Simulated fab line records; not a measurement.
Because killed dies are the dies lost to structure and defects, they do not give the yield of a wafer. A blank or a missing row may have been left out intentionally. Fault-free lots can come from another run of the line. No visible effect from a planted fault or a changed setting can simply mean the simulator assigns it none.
Which tool is to blame? ; flow gf180mcu ; Sampling: 12 lots, 36 wafers, 2 of 602 route steps

== WHAT THE GAUGES SHOWED, per wafer ==
GF_STI_THK_MEAS_30. Usual: STI_OXIDATION_02_THK 10.09 nm, standard deviation 0.2.
lot;measured;on;STI_OXIDATION_02_THK (nm);flag
L467;day 2 05:41;film metro-03;9.85 9.68 9.81;
L468;day 2 12:11;film metro-04;10.57 10.33 10.29;
L469;day 2 16:17;film metro-03;9.80 10.04 9.85;
L470;day 2 20:56;film metro-03;9.87 9.97 10.14;
L472;day 3 08:50;film metro-03;9.92 10.16 10.08;
L473;day 3 12:30;film metro-02;9.72 9.93 9.89;
L474;day 3 19:59;film metro-02;10.15 10.00 9.92;
L475;day 4 01:07;film metro-03;10.34 10.25 10.29;
L478;day 4 17:48;film metro-02;10.05 10.00 10.04;
L480;day 5 00:53;film metro-02;7.60 7.34 7.28;OFF
L482;day 5 14:40;film metro-02;7.77 7.48 7.53;OFF
L490;day 7 05:22;film metro-02;9.88 9.94 9.85;

== WHICH TOOL RAN EACH LOT (tool, then ch and the chambers of the sampled wafers, then the start) ==
lot;GF_STI_OXIDATION_29
L467;furnace-01 ch 0, day 2 04:16
L468;furnace-02 ch 0, day 2 10:47
L469;furnace-01 ch 0, day 2 14:53
L470;furnace-02 ch 0, day 2 19:33
L472;furnace-01 ch 0, day 3 07:26
L473;furnace-01 ch 0, day 3 11:07
L474;furnace-02 ch 0, day 3 18:36
L475;furnace-01 ch 0, day 3 23:43
L478;furnace-02 ch 0, day 4 16:23
L480;furnace-01 ch 0, day 4 23:28
L482;furnace-01 ch 0, day 5 13:16
L490;furnace-02 ch 0, day 7 03:58
- GF_STI_OXIDATION_29: stabilise 600 s, purge 300 s, target thk 10 nm.

== WHAT THE TOOLS THEMSELVES READ (means of the sampled wafers that have a number; where no wafer has one, the mark that the record gives instead) ==
GF_STI_OXIDATION_29. Usual: ox temp c max 905.1, standard deviation 1.4; zone power centre pct 15.9 %, standard deviation 1.3; zone power top pct 33.0 %, standard deviation 2.5.
lot;tool;ox temp c max;zone power centre pct (%);zone power top pct (%);flag
L467;furnace-01;905.8;14.5;30.5;
L468;furnace-02;903.7;17.1;35.7;
L469;furnace-01;905.7;14.6;30.5;
L470;furnace-02;904.0;17.3;35.3;
L472;furnace-01;905.5;14.6;30.8;
L473;furnace-01;906.8;14.7;30.3;
L474;furnace-02;904.0;17.2;35.4;
L475;furnace-01;905.0;14.6;30.4;
L478;furnace-02;904.0;17.4;35.5;
L480;furnace-01;906.3;14.5;30.6;
L482;furnace-01;906.1;14.7;30.3;
L490;furnace-02;904.1;17.2;35.3;

== THE ANSWER, worked out from the rows above alone ==
Rule: a lot is off if the mean of its wafers that have a number lies more than 3 standard deviations from the usual mean. A lot without any number at a reading at which 4 lots or more have one is off too. All remaining lots with rows at the step are treated as sound. First the gauges in route order, then the tools' own readings, where a lot's mean is used as printed above. The first step at which some lot is off is used, and at that step the reading that is off furthest; a lot without a number counts as furthest.
Off: at GF_STI_THK_MEAS_30 (STI_OXIDATION_02_THK), L480, L482.
If a tool, at a process step before that reading, ran all the lots that are off and no sound lot after the first of them, it fits. Gauges at GF_STI_THK_MEAS_30: tried the same way as those tools. One fits: GF_STI_OXIDATION_29 on furnace-01. A fault onset in the window from L475 (day 3 23:43, its last sound lot) to L480 (day 4 23:28, its first lot off) fits.

== WHAT HAD BEEN PUT IN BY THE SIMULATOR ==
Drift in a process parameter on furnace-01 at GF_STI_OXIDATION_29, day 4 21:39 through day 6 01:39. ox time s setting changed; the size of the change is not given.
Struck lots among those shown: L480, L482. The same result came from the rule above.
